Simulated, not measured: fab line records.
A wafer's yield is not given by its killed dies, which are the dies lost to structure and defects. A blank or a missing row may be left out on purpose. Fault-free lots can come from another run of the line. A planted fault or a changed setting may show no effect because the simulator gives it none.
fab line records    flow sky130
record lots=12  wafers=36  last_day=50
route steps=708 shown SD_P@327 SD_N@358 LI_CONTACT@374 PAD_OPEN@708
lots that met no fault: from a run of the same line without faults
start_h: hours from the record's opening day to when the first of the lot's shown wafers began    wait_h: time in hours since the lot's previous step    " as in the row above    L1.1+2: a single row standing in for several wafers    - no value present, or no start provided    * or withheld: withheld    < > ~ a bound
route shown NAME@n: NAME is a module with steps in the file, n the number in the route of the first one    usual: average and standard deviation across the fault-free wafers    same: alike in all rows    chamber/n: place in a boat    sites: readings site by site    _std_site: their standard deviation    _edge_site: inner sites' mean taken away from outer sites' mean    radius_mm: for every site, how far away it sits from the centre of the wafer    mask NAME#n: copy n    behind: tool/chamber where the wafer was last shaped    hold: what put the lot on hold/how long, in hours/how the hold closed    device: which transistor (n, p or np) failed to switch    end of line: the same wafers' tests at the end of the route    step lacking rows: just its recipe    killed: the dies lost at the first sort to structure and to defects; this is not the yield of the wafer    map: a wafer's dies, x killed, . not, _ none there
set.NAME: the setting that was run; set.NAME@STEP: the one run at that earlier step    model.NAME: the simulator's own value behind a step, which no gauge read
route steps across a sampled set of lots; one table per step, one row per wafer
services: the hour from which a tool's chamber was out of use, counted from the record's first day as start_h (under 0 if before that day), plus the number of hours and why
## steps
# step SKY_SD_P_CD_MEAS_07
# recipe target_cd_nm=380
# usual cd_nm=379.3/2.6
lot.wafer  tool       chamber  start_h  wait_h  cd_nm
L388.2     cd_sem-02  -        604.65   0.1     383.3
L388.5     "          -        "        "       383.7
L388.6     "          -        "        "       381.9
L389.2     cd_sem-01  -        604.76   0.1     380.0
L389.4     "          -        "        "       379.3
L389.5     "          -        "        "       382.2
L393.1     cd_sem-01  -        636.09   0.1     380.7
L393.3     "          -        "        "       377.9
L393.4     "          -        "        "       377.8
L397.2     cd_sem-01  -        673.50   0.1     378.1
L397.5     "          -        "        "       376.9
L397.6     "          -        "        "       381.0
L399.3     cd_sem-02  -        684.88   0.1     380.9
L399.4     "          -        "        "       382.3
L399.5     "          -        "        "       381.6
L400.2     cd_sem-02  -        702.60   0.1     377.9
L400.4     "          -        "        "       378.2
L400.6     "          -        "        "       377.4
L401.3     cd_sem-01  -        702.92   0.1     379.7
L401.4     "          -        "        "       379.2
L401.6     "          -        "        "       379.0
L404.2     cd_sem-01  -        725.51   0.1     374.4
L404.4     "          -        "        "       375.2
L404.6     "          -        "        "       376.3
L407.3     cd_sem-01  -        758.49   0.2     378.1
L407.4     "          -        "        "       377.1
L407.6     "          -        "        "       377.5
L408.1     cd_sem-02  -        774.64   0.1     378.6
L408.2     "          -        "        "       380.1
L408.6     "          -        "        "       379.4
L409.1     cd_sem-02  -        775.54   0.1     375.7
L409.4     "          -        "        "       377.1
L409.6     "          -        "        "       378.2
L410.3     cd_sem-02  -        792.87   0.1     376.1
L410.5     "          -        "        "       375.2
L410.6     "          -        "        "       377.1
# step SKY_SD_N_RS_MEAS_16
# recipe thk_meas_gauge=four-point-probe
# usual SD_N_RS=68.52/0.11
lot.wafer  tool           chamber  start_h  wait_h  SD_N_RS[ohm/sq]
L388.2     film_metro-04  -        663.50   0.1     68.41
L388.5     "              -        "        "       68.60
L388.6     "              -        "        "       68.48
L389.2     film_metro-01  -        663.80   0.1     68.55
L389.4     "              -        "        "       68.53
L389.5     "              -        "        "       68.51
L393.1     film_metro-03  -        694.46   0.1     68.33
L393.3     "              -        "        "       68.49
L393.4     "              -        "        "       68.57
L397.2     film_metro-04  -        729.69   0.1     68.51
L397.5     "              -        "        "       68.46
L397.6     "              -        "        "       68.45
L399.3     film_metro-04  -        741.26   0.1     68.42
L399.4     "              -        "        "       68.41
L399.5     "              -        "        "       68.32
L400.2     film_metro-03  -        758.65   0.1     68.46
L400.4     "              -        "        "       68.63
L400.6     "              -        "        "       68.52
L401.3     film_metro-01  -        758.97   0.1     68.55
L401.4     "              -        "        "       68.60
L401.6     "              -        "        "       68.49
L404.2     film_metro-01  -        781.54   0.1     68.45
L404.4     "              -        "        "       68.72
L404.6     "              -        "        "       68.62
L407.3     film_metro-01  -        812.80   0.1     68.57
L407.4     "              -        "        "       68.63
L407.6     "              -        "        "       68.78
L408.1     film_metro-03  -        827.48   0.1     68.59
L408.2     "              -        "        "       68.64
L408.6     "              -        "        "       68.75
L409.1     film_metro-04  -        828.82   0.1     68.50
L409.4     "              -        "        "       68.46
L409.6     "              -        "        "       68.57
L410.3     film_metro-03  -        845.06   0.1     68.73
L410.5     "              -        "        "       68.62
L410.6     "              -        "        "       68.55
# step SKY_LI_CONTACT_CD_MEAS_12
# recipe target_cd_nm=170
# usual cd_nm=169.6/1.4
lot.wafer  tool       chamber  start_h  wait_h  cd_nm
L388.2     cd_sem-01  -        692.81   -       167.4
L388.5     "          -        "        "       167.3
L388.6     "          -        "        "       166.8
L389.2     cd_sem-02  -        692.85   -       168.7
L389.4     "          -        "        "       169.2
L389.5     "          -        "        "       169.4
L393.1     cd_sem-01  -        723.14   -       169.6
L393.3     "          -        "        "       168.8
L393.4     "          -        "        "       170.6
L397.2     cd_sem-01  -        758.35   -       169.8
L397.5     "          -        "        "       169.2
L397.6     "          -        "        "       167.6
L399.3     cd_sem-01  -        769.67   -       167.9
L399.4     "          -        "        "       169.2
L399.5     "          -        "        "       171.0
L400.2     cd_sem-02  -        786.75   -       169.7
L400.4     "          -        "        "       169.9
L400.6     "          -        "        "       171.7
L401.3     cd_sem-01  -        787.02   -       171.3
L401.4     "          -        "        "       171.5
L401.6     "          -        "        "       172.3
L404.2     cd_sem-01  -        807.95   -       168.9
L404.4     "          -        "        "       169.8
L404.6     "          -        "        "       170.8
L407.3     cd_sem-01  -        839.78   -       167.8
L407.4     "          -        "        "       166.8
L407.6     "          -        "        "       167.3
L408.1     cd_sem-02  -        854.48   -       167.2
L408.2     "          -        "        "       167.5
L408.6     "          -        "        "       169.0
L409.1     cd_sem-01  -        855.99   -       169.8
L409.4     "          -        "        "       170.5
L409.6     "          -        "        "       170.0
L410.3     cd_sem-02  -        871.83   -       170.8
L410.5     "          -        "        "       171.7
L410.6     "          -        "        "       172.2
# step SKY_LI_CONTACT_CVD_21
# recipe material=W  target_thk_nm=400  time_s=120.56  temp_c=400  pressure_torr=40
# usual heater_power_w=887/76
lot.wafer  tool      chamber  start_h  wait_h  heater_power_w
L388.2     cvd_w-02  0        693.51   0.0     997
L388.5     "         0        "        "       985
L388.6     "         1        "        "       839
L389.2     cvd_w-01  1        693.55   0.0     812
L389.4     "         0        "        "       915
L389.5     "         1        "        "       824
L393.1     cvd_w-02  0        723.86   0.0     999
L393.3     "         0        "        "       986
L393.4     "         1        "        "       842
L397.2     cvd_w-02  0        759.04   0.0     1029
L397.5     "         0        "        "       1026
L397.6     "         1        "        "       843
L399.3     cvd_w-02  0        770.39   0.1     1007
L399.4     "         1        "        "       812
L399.5     "         1        "        "       836
L400.2     cvd_w-01  1        787.46   0.0     792
L400.4     "         1        "        "       820
L400.6     "         1        "        "       796
L401.3     cvd_w-02  1        787.74   0.1     843
L401.4     "         0        "        "       998
L401.6     "         0        "        "       1046
L404.2     cvd_w-01  1        808.64   0.0     833
L404.4     "         0        "        "       900
L404.6     "         0        "        "       929
L407.3     cvd_w-01  0        840.50   0.1     909
L407.4     "         1        "        "       826
L407.6     "         1        "        "       811
L408.1     cvd_w-01  0        855.37   0.0     900
L408.2     "         1        "        "       829
L408.6     "         0        "        "       916
L409.1     cvd_w-02  0        856.88   0.0     1041
L409.4     "         1        "        "       870
L409.6     "         1        "        "       832
L410.3     cvd_w-02  1        872.56   0.1     837
L410.5     "         1        "        "       839
L410.6     "         0        "        "       992
# step SKY_LI_CONTACT_RS_MEAS_22
# recipe thk_meas_gauge=four-point-probe  reads=W_of_LI_CONTACT_CVD_21+TiN_of_LI_CONTACT_SPUTTER_20+Ti_of_LI_CONTACT_SPUTTER_19
# usual LI_CONTACT_W_RS=0.285/0.0039
lot.wafer  tool           chamber  start_h  wait_h  LI_CONTACT_W_RS[ohm/sq]
L388.2     film_metro-03  -        693.65   0.1     0.290
L388.5     "              -        "        "       0.285
L388.6     "              -        "        "       0.280
L389.2     film_metro-01  -        693.69   0.1     0.289
L389.4     "              -        "        "       0.282
L389.5     "              -        "        "       0.287
L393.1     film_metro-01  -        723.98   0.1     0.286
L393.3     "              -        "        "       0.289
L393.4     "              -        "        "       0.278
L397.2     film_metro-04  -        759.19   0.1     0.289
L397.5     "              -        "        "       0.287
L397.6     "              -        "        "       0.284
L399.3     film_metro-01  -        770.51   0.1     0.254
L399.4     "              -        "        "       0.248
L399.5     "              -        "        "       0.247
L400.2     film_metro-01  -        787.61   0.1     0.289
L400.4     "              -        "        "       0.285
L400.6     "              -        "        "       0.286
L401.3     film_metro-04  -        787.86   0.1     0.250
L401.4     "              -        "        "       0.258
L401.6     "              -        "        "       0.260
L404.2     film_metro-03  -        808.79   0.1     0.283
L404.4     "              -        "        "       0.283
L404.6     "              -        "        "       0.285
L407.3     film_metro-01  -        840.62   0.1     0.287
L407.4     "              -        "        "       0.291
L407.6     "              -        "        "       0.292
L408.1     film_metro-04  -        855.49   0.1     0.284
L408.2     "              -        "        "       0.287
L408.6     "              -        "        "       0.286
L409.1     film_metro-01  -        857.01   0.1     0.286
L409.4     "              -        "        "       0.281
L409.6     "              -        "        "       0.283
L410.3     film_metro-01  -        872.69   0.1     0.283
L410.5     "              -        "        "       0.283
L410.6     "              -        "        "       0.287
# step SKY_LI_CONTACT_THK_MEAS_23
# recipe thk_meas_gauge=xrf  reads=W_of_LI_CONTACT_CVD_21
# usual LI_CONTACT_W_THK=400/9.1
lot.wafer  tool           chamber  start_h  wait_h  LI_CONTACT_W_THK[nm]
L388.2     film_metro-03  -        693.76   0.1     385
L388.5     "              -        "        "       391
L388.6     "              -        "        "       399
L389.2     film_metro-01  -        693.80   0.1     398
L389.4     "              -        "        "       407
L389.5     "              -        "        "       400
L393.1     film_metro-01  -        724.10   0.1     410
L393.3     "              -        "        "       409
L393.4     "              -        "        "       423
L397.2     film_metro-04  -        759.30   0.1     394
L397.5     "              -        "        "       399
L397.6     "              -        "        "       404
L399.3     film_metro-01  -        770.61   0.1     450
L399.4     "              -        "        "       466
L399.5     "              -        "        "       466
L400.2     film_metro-01  -        787.72   0.1     393
L400.4     "              -        "        "       400
L400.6     "              -        "        "       401
L401.3     film_metro-04  -        787.96   0.1     457
L401.4     "              -        "        "       441
L401.6     "              -        "        "       437
L404.2     film_metro-03  -        808.90   0.1     389
L404.4     "              -        "        "       389
L404.6     "              -        "        "       386
L407.3     film_metro-01  -        840.72   0.1     401
L407.4     "              -        "        "       395
L407.6     "              -        "        "       394
L408.1     film_metro-04  -        855.61   0.1     399
L408.2     "              -        "        "       395
L408.6     "              -        "        "       397
L409.1     film_metro-01  -        857.13   0.1     399
L409.4     "              -        "        "       410
L409.6     "              -        "        "       402
L410.3     film_metro-01  -        872.79   0.1     404
L410.5     "              -        "        "       403
L410.6     "              -        "        "       399
# step SKY_LI_CONTACT_CMP_24
# recipe stop_on=PSG  t_overpolish_s=20  down_force_psi=3.5  platen_rpm=60  target_thk_nm=0  pad_velocity_m_s=0.94248
# usual motor_current_A=10.8/1  time_to_endpoint_s=97/4
lot.wafer  tool    chamber  start_h  wait_h  motor_current_A  time_to_endpoint_s
L388.2     cmp-01  1        693.96   0.2     9.9              92
L388.6     "       2        "        "       10.3             100
L388.5     "       3        "        "       10.9             97
L389.4     cmp-01  0        694.11   0.3     11.0             99
L389.2     "       3        "        "       10.7             97
L389.5     "       0        "        "       12.5             100
L393.4     cmp-01  0        724.16   0.0     11.2             89
L393.1     "       1        "        "       10.4             90
L393.3     "       2        "        "       10.6             96
L397.2     cmp-02  1        759.50   0.2     11.5             96
L397.6     "       2        "        "       9.8              95
L397.5     "       3        "        "       12.3             98
L399.3     cmp-01  3        770.75   0.1     10.8             115
L399.4     "       0        "        "       12.3             113
L399.5     "       2        "        "       10.4             117
L400.2     cmp-01  2        787.82   0.1     10.5             95
L400.4     "       0        "        "       11.1             94
L400.6     "       1        "        "       10.2             90
L401.4     cmp-02  1        788.00   0.0     11.4             107
L401.3     "       2        "        "       10.0             105
L401.6     "       2        "        "       9.9              106
L404.2     cmp-02  3        809.00   0.1     12.2             99
L404.4     "       0        "        "       9.4              95
L404.6     "       3        "        "       13.0             105
L407.3     cmp-01  0        840.86   0.1     11.9             94
L407.4     "       1        "        "       11.1             88
L407.6     "       3        "        "       11.1             92
L408.2     cmp-01  2        855.67   0.0     10.7             99
L408.1     "       3        "        "       11.2             98
L408.6     "       2        "        "       10.5             99
L409.4     cmp-02  1        857.19   0.0     11.1             99
L409.1     "       3        "        "       12.7             100
L409.6     "       1        "        "       10.6             98
L410.3     cmp-01  1        872.88   0.1     10.3             95
L410.6     "       0        "        "       12.0             94
L410.5     "       1        "        "       10.1             96
# step SKY_PAD_OPEN_PROBE_99
# usual killed_at_M0_to_M3=45/6.8  killed_at_M4_up=3.1/2  killed_at_contacts=23/5.2  killed_at_front_end=14/3.7  killed_at_other=0.3/0.61  killed_dies=86/9  killed_open=46/6.9  killed_short=39/6.4
# same gross_dies=492  killed_at_back_side=0
lot.wafer  tool       chamber  start_h  wait_h  killed_at_M0_to_M3  killed_at_M4_up  killed_at_contacts  killed_at_front_end  killed_at_other  killed_dies  killed_open  killed_short
L407.3     prober-01  -        1187.73  0.2     44                  7                20                  7                    1                79           43           35
L407.4     prober-01  -        1187.78  0.2     60                  0                25                  14                   0                99           54           45
L407.6     prober-01  -        1187.88  0.2     41                  3                33                  11                   1                89           53           36
# killed by level:class
L407.3 VIA3:geometric_particle:open=13 METAL1:geometric_particle:short=9 CONTACT:geometric_particle:open=8 VIA2:geometric_particle:open=7 METAL4:geometric_particle:short=6 LI_CONTACT:geometric_particle:open=5 CONTACT:geometric_particle:short=5 FIELD_ISO:geometric_particle:open=4
L407.4 VIA1:geometric_particle:open=13 CONTACT:geometric_particle:open=12 VIA2:geometric_particle:open=11 METAL2:geometric_particle:short=10 METAL1:geometric_particle:short=6 FIELD_ISO:geometric_particle:short=5 CONTACT:geometric_particle:short=5 VIA1:geometric_particle:short=5
L407.6 CONTACT:geometric_particle:open=13 VIA3:geometric_particle:open=13 LI_CONTACT:geometric_particle:open=7 LI_CONTACT:geometric_particle:short=6 VIA1:geometric_particle:open=6 VIA2:geometric_particle:open=6 POLY_GATE:geometric_particle:short=4 CONTACT:geometric_particle:short=4
## services
tool      chamber  start_h  hours  kind
cmp-02    -        693.81   6.5    pm
cvd_w-01  -        700.29   2.8    pm
cmp-02    -        710.57   4.5    repair
cmp-01    -        721.15   1.1    repair
cmp-02    -        727.10   2.1    repair
cmp-02    -        744.00   4.0    pm
cmp-02    -        748.00   -      consumable_replace:conditioner
cmp-02    -        748.00   -      consumable_replace:pad
cvd_w-01  0        749.70   10.7   repair
cvd_w-02  -        780.82   2.2    repair
cvd_w-01  -        794.44   0.3    repair
cmp-01    -        798.30   0.3    repair
cvd_w-02  -        802.79   28.1   pm
cmp-02    -        825.05   0.8    repair
## key
first_sign step=SKY_LI_CONTACT_RS_MEAS_22  reading=LI_CONTACT_W_RS  direction=down  sigmas=8.3  usual=0.285  struck=0.253
effect step=SKY_LI_CONTACT_THK_MEAS_23  reading=LI_CONTACT_W_THK  direction=up  sigmas=5.8  usual=400  struck=453
effect step=SKY_LI_CONTACT_CMP_24  reading=time_to_endpoint_s  direction=up  sigmas=3.5  usual=*  struck=*
met_at SKY_LI_CONTACT_CVD_21
struck_lots L399,L401
tester_left_out L399,L401
not_acting_at SKY_SD_P_CD_MEAS_07,SKY_SD_N_RS_MEAS_16,SKY_LI_CONTACT_CD_MEAS_12
onset_between 759.04 770.39
fault kind=process_parameter_drift  tool=cvd_w-02  chamber=-  onset_h=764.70  steps=SKY_LI_CONTACT_CVD_21  channel=target_thk_nm  offset=53.435  shape=step  end_h=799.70  acts_in=these_recipes_only  stated=400
# tester_left_out: of these lots the tester's yield and bins aren't shown, on N5 and GAA mostly nor the transistor test; their killed dies are dies lost to structure and defects alone, not to doping, threshold or leakage, so they don't give the yield
